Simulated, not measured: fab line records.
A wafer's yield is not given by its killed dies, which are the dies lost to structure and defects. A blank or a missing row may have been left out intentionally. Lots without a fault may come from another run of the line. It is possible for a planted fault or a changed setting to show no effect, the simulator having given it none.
Matching of chambers :: flow sky130 :: 4 sister chambers for SKY_FIELD_ISO_ETCH_14 on rie-diel-01
The step etches BARC in N2/H2, stops on SiO2, time 45.9 s, target depth 60 nm. 6 wafers are shown with their chamber, then 7 later ones without.

== EACH WAFER AND ITS CHAMBER ==
wafer: L692.5
chamber: 2
drypump-motor-current-A (A): 5.2
chamber-pressure-mTorr (mTorr): 30.012

wafer: L696.2
chamber: 0
drypump-motor-current-A (A): 5.4
chamber-pressure-mTorr (mTorr): 29.957

wafer: L696.4
chamber: 3
drypump-motor-current-A (A): 5.6
chamber-pressure-mTorr (mTorr): 30.041

wafer: L696.5
chamber: 1
drypump-motor-current-A (A): 6.4
chamber-pressure-mTorr (mTorr): 30.038

wafer: L703.1
chamber: 3
drypump-motor-current-A (A): 5.5
chamber-pressure-mTorr (mTorr): 30.014

wafer: L703.2
chamber: 1
drypump-motor-current-A (A): 6.4
chamber-pressure-mTorr (mTorr): 30.012

== WAFERS WITH NO CHAMBER GIVEN ==
wafer: L703.4
drypump-motor-current-A (A): 5.4
chamber-pressure-mTorr (mTorr): 29.990

wafer: L705.2
drypump-motor-current-A (A): 5.4
chamber-pressure-mTorr (mTorr): 30.028

wafer: L705.3
drypump-motor-current-A (A): 5.3
chamber-pressure-mTorr (mTorr): 30.009

wafer: L705.5
drypump-motor-current-A (A): 5.2
chamber-pressure-mTorr (mTorr): 30.009

wafer: L707.1
drypump-motor-current-A (A): 5.6
chamber-pressure-mTorr (mTorr): 29.993

wafer: L707.4
drypump-motor-current-A (A): 6.4
chamber-pressure-mTorr (mTorr): 30.015

wafer: L707.5
drypump-motor-current-A (A): 5.4
chamber-pressure-mTorr (mTorr): 29.979

== WHICH CHAMBER EACH WENT THROUGH ==
wafer: L703.4
from the rows above: can't be placed: 0 or 3
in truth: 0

wafer: L705.2
from the rows above: can't be placed: 3 or 0 or 2
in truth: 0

wafer: L705.3
from the rows above: can't be placed: 2 or 0
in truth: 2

wafer: L705.5
from the rows above: 2
in truth: 2

wafer: L707.1
from the rows above: 3
in truth: 3

wafer: L707.4
from the rows above: 1
in truth: 1

wafer: L707.5
from the rows above: 0
in truth: 0
4 of 7 placed correctly. From these rows, 3 cannot be placed; in 3 the true chamber is one of the candidates. Wrongly placed: 0.
How it was worked out, from the rows above alone: a wafer's distance from a chamber is the root of the sum, over the readings, of the square of ((its reading less the chamber's mean) divided by the reading's scatter). If the next closest chamber is less than 2 further off than the closest, the wafer can't be placed; otherwise it belongs to the closest. For every chamber, the mean is computed from those of its wafers that are shown. The scatter is the square root of a quotient: the sum, over the shown wafers, of each reading's squared deviation from its chamber's mean, divided by wafers minus chambers.
